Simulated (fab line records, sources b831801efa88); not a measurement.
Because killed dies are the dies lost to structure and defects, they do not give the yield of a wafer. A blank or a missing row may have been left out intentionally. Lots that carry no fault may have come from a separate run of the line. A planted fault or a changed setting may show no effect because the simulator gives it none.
8D (eight disciplines) problem report, filled in by code | flow gf180mcu | the parts of the form that need people (team, actions taken, sign-off) are left out

## 1. THE PROBLEM
At GF_M2_STRIP_17, strip-time-to-endpoint-s averages 7.79 s over 6 wafers from 2 lots, while fault-free wafers read 7.37 s, standard deviation 0.063. Measured from the usual mean, that is +6.7 standard deviations.
The step: strips in O2/N2.
Earliest sighting: wafer L384.3 on plasma-asher-03 at day 23 10:25. The record holds 42 wafers of 14 lots with a number at this step. Rule for "out" (also "out of limits"): further than 4 standard deviations from the usual mean. Any other wafer with a number is counted as sound.

## 2. WHAT THIS IS AND IS NOT
question                    | is                               | is not
which readings at this step | strip-time-to-endpoint-s         | drypump-motor-current-A, heater-power-w
which lots                  | L384, L386                       | L373, L374, L375, L376, L377, L388, L389, L390, L391, L394, L395, L396
which wafers of those lots  | all that have a number           | -
read on which tools         | plasma-asher-02, plasma-asher-03 | plasma-asher-01
when                        | from day 23 10:25                | up to then (15 sound wafers); but 21 sound wafers of L388, L389, L390, L391, L394, L395, L396 came after

## 3. THE SUSPECTS, EACH WITH WHAT RULES IT OUT
Counting: a tool at a process step up to the reading stays a suspect if it ran every lot that is out and no sound lot after the first of them.
- litho-track-03 at GF_M2_COAT_09 (resist thk 1000 nm): ruled out as a lasting fault. After its first lot that is out, L384 (day 22 22:36), sound lots L394 ran on it.
Left after counting: nothing in the record.

## 4. THE CAUSE (what the simulator had put in)
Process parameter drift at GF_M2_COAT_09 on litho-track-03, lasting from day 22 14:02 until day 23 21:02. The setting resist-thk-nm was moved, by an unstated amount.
The count ruled it out by mistake, since the rule takes a fault to strike every lot its tool runs from the start of the fault on, and this one did not do so.

## 5. THE CHAIN OF EFFECTS, in route order
Each row: a reading where the mean over the struck wafers with a number is more than 3 standard deviations away from the usual. Only readings whose record carries a usual standard deviation are examined. hours: median over the lots of the time between each lot's start at the first step of this table that gives one and its start at this step. sigmas: the change, counted in usual standard deviations.
hours | step           | reading                  | usual      | on struck wafers | change | sigmas
0     | GF_M2_STRIP_17 | oes-product-au           | 0.537 a.u. | 0.554            | +0.017 | +3.3
0     | GF_M2_STRIP_17 | strip-time-to-endpoint-s | 7.37 s     | 7.79             | +0.42  | +6.7
Here are the process steps it includes:
- GF_M2_STRIP_17: strips in O2/N2.

## 6. HOW IT WOULD HAVE BEEN CAUGHT EARLIER
In this record the first reading out of limits was taken at day 23 10:25, 20 hours after the fault began at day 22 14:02.
